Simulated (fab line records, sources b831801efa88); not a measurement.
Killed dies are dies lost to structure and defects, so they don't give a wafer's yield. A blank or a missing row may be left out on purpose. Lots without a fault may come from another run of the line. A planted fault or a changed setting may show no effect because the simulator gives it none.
Problem report in the 8D (eight disciplines) form, filled by code | flow gf180mcu | the parts of the form that need people (team, actions taken, sign-off) are left out

1. THE PROBLEM
cd_nm at GF_M5_CD_MEAS_07 reads a mean of 272.6 nm on 6 wafers of 2 lots; wafers without a fault read 279.9 nm with a standard deviation of 1.2. That is -6.1 standard deviations from the usual mean.
The step: target cd 280 nm.
First seen on wafer L463.1, day 31 11:34, on cd_sem-01. The record holds 36 wafers of 12 lots with a number at this step. Rule for "out", or "out of limits": more than 4 standard deviations from the usual mean. The other wafers with a number count as sound.

2. WHAT IT IS AND WHAT IT IS NOT
question                    | is                     | is not
which readings at this step | cd_nm                  | -
which lots                  | L463, L464             | L448, L449, L450, L451, L452, L453, L455, L465, L469, L470
which wafers of those lots  | all that have a number | -
read on which gauges        | cd_sem-01, cd_sem-02   | -
when                        | from day 31 11:34      | up to then (21 sound wafers); but 9 sound wafers of L465, L469, L470 came after

3. SUSPECTS, AND WHAT RULES EACH OUT
Counting: a tool at a process step up to the reading stays a suspect if it ran every lot that is out and no sound lot after the first of them.
- the gauge at GF_M5_CD_MEAS_07: ruled out. The wafers that are out were read on 2 gauges (cd_sem-01, cd_sem-02).
- pvd_sputter-01 at GF_MIM_SPUTTER_01 (material TiN, target thk 30 nm, time 25 s): ruled out as a lasting fault. Sound lots L465 ran on it after its first lot that is out, L463 (day 29 22:08).
- pvd_sputter-01 at GF_MIM_SPUTTER_03 (material Ti, target thk 10 nm, time 6.7 s): ruled out as a lasting fault. Sound lots L465 ran on it after its first lot that is out, L463 (day 29 22:12).
- litho_track-04 at GF_M5_PEB_05 (peb time 86.86 s): kept. It ran every lot that is out, first L463 (day 31 11:13), and no sound lot after that; its last sound lot up to then is L453 (day 28 19:22). Its own readings are out on those wafers: heater_power_total_W, plate_temp_C.
Left after counting: litho_track-04 at GF_M5_PEB_05.

4. THE CAUSE (what the simulator had put in)
Process parameter drift: litho_track-04, from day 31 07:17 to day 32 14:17, at GF_M5_PEB_05. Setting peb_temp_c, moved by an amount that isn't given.
Counting left only this tool.

5. THE CHAIN OF EFFECTS, in route order
Each row: a reading whose mean over the struck wafers that have a number lies more than 3 standard deviations from the usual. Only readings for which the record gives a usual standard deviation are gone through. hours: the time from each lot's start at the first step in this table that gives one to its start at this step, as a median over the lots. sigmas: the change in usual standard deviations.
hours | step             | reading              | usual    | on struck wafers | change | sigmas
0     | GF_M5_PEB_05     | heater_power_total_W | 86.70 W  | 89.21            | +2.51  | +13
0     | GF_M5_PEB_05     | plate_temp_C         | 134.99 C | 138.06           | +3.07  | +22
0     | GF_M5_CD_MEAS_07 | cd_nm                | 279.9 nm | 272.6            | -7.3   | -6.1
The process steps in it:
- GF_M5_PEB_05: peb time 86.86 s.

6. WHAT WOULD HAVE CAUGHT IT SOONER
In this record the first reading out of limits at a measuring or inspecting step was taken at day 31 11:34, 4 hours after the fault began at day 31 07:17.
The tool's own readings at GF_M5_PEB_05 were out on every struck wafer that the step has a row for (heater_power_total_W, plate_temp_C): an alarm limit on them would have fired on the first of those.
Of the lots that are out (2), L464 began GF_M5_PEB_05 on litho_track-04 after day 31 11:34. A hold on the tool at that time would have spared it.
